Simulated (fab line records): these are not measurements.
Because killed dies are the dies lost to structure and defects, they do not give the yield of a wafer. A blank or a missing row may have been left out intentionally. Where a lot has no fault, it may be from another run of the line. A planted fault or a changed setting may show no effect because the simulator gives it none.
Comparing a struck lot with a sound one | flow sky130 | 22 out of 708 route steps
Sound: these wafers, L144.3, L144.4, L144.6. The struck wafers were L136.1, L136.4, L136.6. The cause is named last.
Order at every step that has rows: each side's tool, ch and its chambers, its first start. Under that, the readings that differ: sound wafers | struck wafers | difference of the means | sigmas: that difference in standard deviations of wafers without a fault.
alike: readings whose means differ by less than 2 such deviations, and words and numbers that are the same on both sides. not compared: withheld readings, readings that some wafer has no value for, bounds like >300 that may hide the same value, and numbers for which the record gives no deviation and whose values overlap.
Wherever a step has rows on one side only, a row that says differs or no value, or a row with sigmas, the two part there. Numbers that have no deviation but don't overlap get no sigmas and don't part them. A reading that every wafer of one side lacks parts them only if that side has two wafers or more.

first, 2 steps without rows for these wafers: SKY_POLY_GATE_CLEAN_19 (cleans in SC1/SC2, time 150 s); SKY_POLY_GATE_OXIDATION_20 (stabilise 600 s, purge 300 s, target thk 4 nm).
SKY_POLY_GATE_THK_MEAS_21:
  sound on film_metro-03 at day 22 09:40; struck on film_metro-03 at day 19 12:31
  alike: POLY_GATE_OXIDATION_THK
SKY_POLY_GATE_CD_MEAS_22:
  sound on cd_sem-02 at day 22 09:46; struck on cd_sem-02 at day 19 12:35
  alike: cd_nm
then, 7 steps without rows for these wafers: SKY_LDD_N_DEHYDRATE_00 (time 60 s); SKY_LDD_N_HMDS_01 (prime time 60 s); SKY_LDD_N_COAT_02 (resist thk 300 nm); SKY_LDD_N_SOFTBAKE_03 (time 60 s); SKY_LDD_N_EXPOSE_04 (exposes mask NTM, target cd 840 nm); SKY_LDD_N_PEB_05; SKY_LDD_N_DEVELOP_06 (develop time 60 s).
SKY_LDD_N_OVL_MEAS_07:
  sound on overlay-01 at day 23 16:17; struck on overlay-02 at day 20 19:32
  alike: LDD_N_OVL
SKY_LDD_N_IMPLANT_08:
  struck on implanter-04, day 20 19:34; sound on implanter-04 ch 0, day 23 16:22
  no value came back on the struck wafers for beam_energy_keV, beam_on_s (s), dose_ions_cm2; on the sound wafers beam_energy_keV reads 20.003 20.008 19.998
then, 7 steps without rows for these wafers: SKY_LDD_N_IMPLANT_09; SKY_LDD_N_IMPLANT_10; SKY_LDD_N_IMPLANT_11; SKY_LDD_N_IMPLANT_12; SKY_LDD_N_IMPLANT_13; SKY_LDD_N_IMPLANT_14; SKY_LDD_N_IMPLANT_15.
SKY_LDD_N_STRIP_16: strips in O2/N2.
  sound on plasma_asher-04 ch 0,1, day 23 17:32; struck on plasma_asher-03 ch 0,1, day 20 20:46
  reading                      | sound             | struck            | difference | sigmas
  strip_time_to_endpoint_s (s) | 4.288 4.306 4.319 | 4.158 4.154 4.157 | -0.148     | -10
  alike: drypump_motor_current_A, oes_product_au
  not compared: rf_hours_counter_h
SKY_LDD_N_TW_MEAS_17:
  sound on film_metro-01 at day 23 17:38; struck on film_metro-01 at day 20 20:52
  reading  | sound          | struck         | difference | sigmas
  LDD_N_TW | 2558 2569 2561 | 2419 2425 2434 | -137       | -11

== WHERE THEY PART ==
At SKY_LDD_N_IMPLANT_08 first; at SKY_LDD_N_TW_MEAS_17 last (within this record only).

WHY: the cause the simulator had injected
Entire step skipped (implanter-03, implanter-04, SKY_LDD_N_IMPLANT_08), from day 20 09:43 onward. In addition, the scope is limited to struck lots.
